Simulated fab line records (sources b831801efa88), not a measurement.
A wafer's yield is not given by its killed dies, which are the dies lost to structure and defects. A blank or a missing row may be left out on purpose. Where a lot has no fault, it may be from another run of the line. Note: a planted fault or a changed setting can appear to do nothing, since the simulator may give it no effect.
Problem report, 8D (eight disciplines) form, completed by code	flow gf180mcu	the parts of the form that need people (team, actions taken, sign-off) are left out

## 1. PROBLEM STATEMENT
Mean of strip-time-to-endpoint-s at GF_STI_STRIP_15: 1.95 s across 6 wafers in 2 lots; on wafers with no fault it is 3.74 s (standard deviation 0.033). Measured from the usual mean, that is -54 standard deviations.
The step: strips in O2/N2.
First observed at day 5 01:30: wafer L458.3, on plasma-asher-04. Wafers with a number at this step in the record: 36, from 12 lots. Rule for "out" (also "out of limits"): further than 4 standard deviations from the usual mean. All remaining wafers that have a number are taken as sound.

## 2. WHAT IT IS; WHAT IT IS NOT
question	is	is not
which readings at this step	strip-time-to-endpoint-s, oes-product-au	drypump-motor-current-A, heater-power-w
which lots	L458, L461	L444, L445, L448, L449, L450, L451, L462, L463, L465, L467
which wafers of those lots	all that have a number	-
read on which tools	plasma-asher-04	plasma-asher-01, plasma-asher-02
when	from day 5 01:30	up to then (18 sound wafers); but 12 sound wafers of L462, L463, L465, L467 came after

## 3. SUSPECTS, AND WHAT RULES EACH OUT
Counting: any tool at a process step up to the reading is kept as a suspect provided that every lot that is out went through it and no sound lot did after the first of them.
- rie-diel-04 at GF_STI_ETCH_13 (etches the open film in CHF3/O2, stops on Si, target depth 282.31 nm, time 112.9 s): kept. Every lot that is out went through it, starting with L458 (day 5 01:19), and after that it ran no sound lot; the last sound lot it ran before then is L451 (day 3 13:43).
- plasma-asher-04 at GF_STI_STRIP_15 (strips in O2/N2): ruled out as a lasting fault. Sound lots L463 ran on it after its first lot that is out, L458 (day 5 01:30).
Remaining after the count: rie-diel-04 at GF_STI_ETCH_13.

## 4. THE CAUSE (what the simulator had put in)
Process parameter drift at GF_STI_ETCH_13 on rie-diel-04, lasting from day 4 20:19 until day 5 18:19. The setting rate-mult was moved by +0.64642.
After counting, this tool was the only one left.

## 5. THE CHAIN OF EFFECTS, in route order
Each row: a reading whose mean over the struck wafers that have a number lies more than 3 standard deviations from the usual. Only readings for which the record gives a usual standard deviation are gone through. hours: the time from each lot's start at the first step in this table that gives one to its start at this step, as a median over the lots. sigmas: the change in usual standard deviations.
hours	step	reading	usual	on struck wafers	change	sigmas
0	GF_STI_STRIP_15	oes-product-au	0.384 a.u.	0.313	-0.071	-16
0	GF_STI_STRIP_15	strip-time-to-endpoint-s	3.74 s	1.95	-1.79	-54
Here are the process steps it includes:
- GF_STI_STRIP_15: strips in O2/N2.

## 6. HOW IT WOULD HAVE BEEN CAUGHT EARLIER
First out-of-limits reading in this record: day 5 01:30, which is 5 hours after fault onset at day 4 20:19.
Tool readings at GF_STI_ETCH_13 with a usual standard deviation given in the record: none out on any struck wafer, hence no alarm at a limit of 4 standard deviations on them.
Of the lots that are out (2), L461 began GF_STI_ETCH_13 on rie-diel-04 after day 5 01:30. A tool hold placed at that time would have kept it from harm.
